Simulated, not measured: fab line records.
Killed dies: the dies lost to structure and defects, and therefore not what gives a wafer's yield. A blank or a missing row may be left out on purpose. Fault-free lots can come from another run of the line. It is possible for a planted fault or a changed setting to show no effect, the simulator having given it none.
A single fault, viewed from 2 desks / flow sky130 / numbers are kept per desk, each desk with only its own; the story behind them comes last

FROM THE METROLOGY DESK
What the gauges read for every lot (on any tool): the sampled wafers with a number, averaged. Marked OUT: a lot whose mean sits more than 4 standard deviations from the usual mean, which makes it out of limits; the brackets give that distance.
Columns: A = NWELL_RS at SKY_NWELL_RS_MEAS_29, usual 624.9 ohm/sq; B = SONOS_ONO_CVD_04_THK at SKY_SONOS_ONO_THK_MEAS_05, usual 5.70 nm; C = POLY_GATE_CVD_03_THK at SKY_POLY_GATE_THK_MEAS_04, usual 75.1 nm
lot=L647; first seen here=day 5 15:58; A=623.8; B=5.61; C=75.9
lot=L649; first seen here=day 5 20:55; A=624.0; B=5.68; C=74.7
lot=L653; first seen here=day 7 03:45; A=623.3; B=5.73; C=76.3
lot=L654; first seen here=day 7 04:05; A=625.8; B=5.93; C=76.0
lot=L655; first seen here=day 7 09:21; A=633.0 (+4.5) OUT; B=5.55; C=75.5
lot=L657; first seen here=day 7 19:04; A=632.0; B=5.57; C=75.5
lot=L660; first seen here=day 8 21:07; A=623.1; B=5.73; C=75.6
lot=L661; first seen here=day 9 05:16; A=625.7; B=5.79; C=74.3
lot=L662; first seen here=day 9 05:29; A=626.0; B=5.68; C=74.1
lot=L664; first seen here=day 9 12:54; A=622.8; B=5.78; C=75.1
lot=L666; first seen here=day 10 03:16; A=626.8; B=5.80; C=75.1
lot=L670; first seen here=day 11 06:26; A=625.6; B=5.77; C=74.8
Per this desk, out of limits: L655; the first was L655, day 7 09:21 (NWELL_RS at SKY_NWELL_RS_MEAS_29). L647, L649, L653, L654, L657, L660, L661, L662, L664, L666, L670: within limits.

DESK OF THE TOOL OWNER: implanter-03
For each lot that ran on this tool, the mean over its sampled wafers that have a number, from the tool's own readings at SKY_NWELL_IMPLANT_13. Marked OUT: a lot whose mean sits more than 4 standard deviations from the usual mean, which makes it out of limits; the brackets give that distance.
Columns: A = doseIonsCm2 at SKY_NWELL_IMPLANT_13, usual 6.999e+11; B = faradayCurrentUA at SKY_NWELL_IMPLANT_13, usual 3.95
lot=L647; first seen here=day 4 22:06; A=6.997e+11; B=3.90
lot=L649; first seen here=day 5 02:27; A=7.005e+11; B=4.03
lot=L655; first seen here=day 6 13:19; A=5.079e+11 (-99 or more) OUT; B=2.83 (-16) OUT
lot=L657; first seen here=day 7 00:04; A=5.090e+11 (-99 or more) OUT; B=2.84 (-15) OUT
This desk finds L655, L657 out of limits, L655 being first, at day 6 13:19 (doseIonsCm2 at SKY_NWELL_IMPLANT_13). L647, L649: within limits.

PUT TOGETHER
On L655, L657, at day 6 13:19, an alarm was possible from the tool owner's desk.
On L655, the metrology desk was in a position to raise an alarm at day 7 09:21.
The metrology desk has L657 on record, within its limits.
Every lot named ran SKY_NWELL_IMPLANT_13 on implanter-03.

WHAT THE SIMULATOR PUT IN
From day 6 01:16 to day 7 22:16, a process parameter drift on implanter-03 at SKY_NWELL_IMPLANT_13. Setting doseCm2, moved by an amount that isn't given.
Shown lots that were struck: L655, L657.
Counting hours from when the fault started, the first reading out of limits came at 12 for the tool owner's desk and at 32 for the metrology desk.
